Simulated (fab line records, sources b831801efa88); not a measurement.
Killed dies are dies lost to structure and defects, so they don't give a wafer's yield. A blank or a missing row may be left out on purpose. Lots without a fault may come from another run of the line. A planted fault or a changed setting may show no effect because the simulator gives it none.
Chamber matching | flow sfq_line | SFQ_TRILAYER_I1_CMP_CMP_046 on cmp-01: 3 sister chambers
The step polishes SiO2. 14 wafers are shown with their chamber, then 6 later ones without.

WAFERS WITH THEIR CHAMBER
wafer  | chamber | motor_current_A (A) | time_to_endpoint_s (s) | edge_zone_pressure_frac
L397.4 | 1       | 9.7                 | 235                    | 1.003
L397.2 | 3       | 9.5                 | 212                    | 1.012
L397.6 | 1       | 10.1                | 234                    | 0.999
L400.1 | 2       | 10.1                | 212                    | 1.001
L400.2 | 1       | 9.7                 | 213                    | 0.999
L400.5 | 3       | 9.6                 | 198                    | 0.991
L402.3 | 1       | 9.7                 | 204                    | 1.009
L402.5 | 1       | 9.7                 | 215                    | 1.002
L412.2 | 3       | 9.4                 | 211                    | 0.997
L412.3 | 2       | 10.2                | 218                    | 0.994
L412.5 | 3       | 9.5                 | 212                    | 1.003
L413.2 | 3       | 9.6                 | 203                    | 0.999
L413.4 | 2       | 10.4                | 205                    | 1.000
L413.6 | 3       | 9.6                 | 206                    | 0.991

SIGNATURES (means of the wafers above)
reading                 | chamber 1 | chamber 2 | chamber 3 | scatter within a chamber
motor_current_A         | 9.780     | 10.233    | 9.533     | 0.138
time_to_endpoint_s      | 220.20    | 211.67    | 207.00    | 9.53
edge_zone_pressure_frac | 1.00240   | 0.99833   | 0.99883   | 0.00613
Rule: a wafer's distance from a chamber is the root of the sum, over the readings, of the square of ((its reading less the chamber's mean) divided by the reading's scatter). The wafer belongs to the nearest chamber; if the next one is less than 2 further off, it can't be placed. The scatter: the root of (the sum of the squares of (reading less its chamber's mean) over the shown wafers, divided by (wafers less chambers)).

WAFERS WITHOUT THEIR CHAMBER
wafer  | motor_current_A (A) | time_to_endpoint_s (s) | edge_zone_pressure_frac
L415.4 | 10.5                | 223                    | 0.999
L415.3 | 9.6                 | 222                    | 1.006
L415.6 | 9.6                 | 202                    | 0.999
L418.2 | 10.3                | 217                    | 0.995
L418.4 | 9.3                 | 201                    | 1.004
L418.5 | 9.7                 | 223                    | 0.998

WHICH CHAMBER EACH WENT THROUGH
wafer  | from the rows above     | in truth
L415.4 | 2                       | 2
L415.3 | can't be placed: 1 or 3 | 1
L415.6 | can't be placed: 3 or 1 | 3
L418.2 | 2                       | 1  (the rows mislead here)
L418.4 | 3                       | 3
L418.5 | can't be placed: 1 or 3 | 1
Placed correctly: 2 of 6. Can't be placed from these rows: 3 (the true chamber is among the candidates in 3). Placed wrongly: 1.
